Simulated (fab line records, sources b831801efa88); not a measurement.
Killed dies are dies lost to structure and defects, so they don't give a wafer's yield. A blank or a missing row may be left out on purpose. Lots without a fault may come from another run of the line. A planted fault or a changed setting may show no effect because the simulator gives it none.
One fault seen from 2 desks | flow sky130 | each desk has only its own numbers; what lay behind them comes last

THE TOOL OWNER'S DESK: cmp-02
The tool's own readings at SKY_CONTACT_CMP_04 (polishes SiO2): means of the sampled wafers that have a number, for each lot that ran on this tool. A lot is out of limits, marked OUT, if its mean lies more than 4 standard deviations from the usual mean; the brackets give that distance.
Columns: A = edge_zone_pressure_frac at SKY_CONTACT_CMP_04, usual 1.000; B = head_pressure_psi at SKY_CONTACT_CMP_04, usual 4.000 psi; C = motor_current_A at SKY_CONTACT_CMP_04, usual 12.5 A; D = slurry_flow_ml_min at SKY_CONTACT_CMP_04, usual 150.1; E = time_to_endpoint_s at SKY_CONTACT_CMP_04, usual 81 s
lot  | first seen here | A     | B     | C    | D     | E
L747 | day 30 18:00    | 1.003 | 3.998 | 11.9 | 150.1 | 82
L751 | day 32 05:28    | 0.997 | 3.998 | 11.9 | 150.1 | 83
L752 | day 32 15:01    | 1.000 | 4.006 | 13.1 | 150.0 | 84
L753 | day 32 20:34    | 1.002 | 3.996 | 11.8 | 150.4 | 83
L764 | day 36 12:58    | 0.996 | 4.010 | 11.3 | 150.4 | 81
L765 | day 36 17:31    | 1.002 | 4.000 | 12.9 | 150.0 | 85
L766 | day 36 19:46    | 0.994 | 3.999 | 12.8 | 150.0 | 81
This desk's finding: nothing out of limits on any of the 7 lots.

THE METROLOGY DESK
What the gauges read, lot by lot, whatever tool the lot ran on: means of the sampled wafers that have a number. A lot is out of limits, marked OUT, if its mean lies more than 4 standard deviations from the usual mean; the brackets give that distance.
Columns: A = LI_CONTACT_W_RS at SKY_LI_CONTACT_RS_MEAS_22, usual 0.286 ohm/sq; B = CONTACT_BOW at SKY_CONTACT_BOW_MEAS_05, usual 80 um
lot  | first seen here | A     | B
L747 | day 29 12:02    | 0.287 | 81
L749 | day 30 03:18    | 0.287 | 77
L751 | day 30 19:04    | 0.287 | 78
L752 | day 31 10:38    | 0.290 | 86
L753 | day 31 16:08    | 0.285 | 83
L757 | day 33 13:12    | 0.284 | 92
L758 | day 33 16:58    | 0.288 | 100
L764 | day 35 09:12    | 0.287 | 75
L765 | day 35 14:08    | 0.287 | 86
L766 | day 35 16:03    | 0.285 | 78
L768 | day 36 06:08    | 0.283 | 85
This desk's finding: nothing out of limits on any of the 11 lots.

PUT TOGETHER
The tool owner's desk saw nothing out of limits.
The metrology desk saw nothing out of limits.

WHAT THE SIMULATOR HAD PUT IN
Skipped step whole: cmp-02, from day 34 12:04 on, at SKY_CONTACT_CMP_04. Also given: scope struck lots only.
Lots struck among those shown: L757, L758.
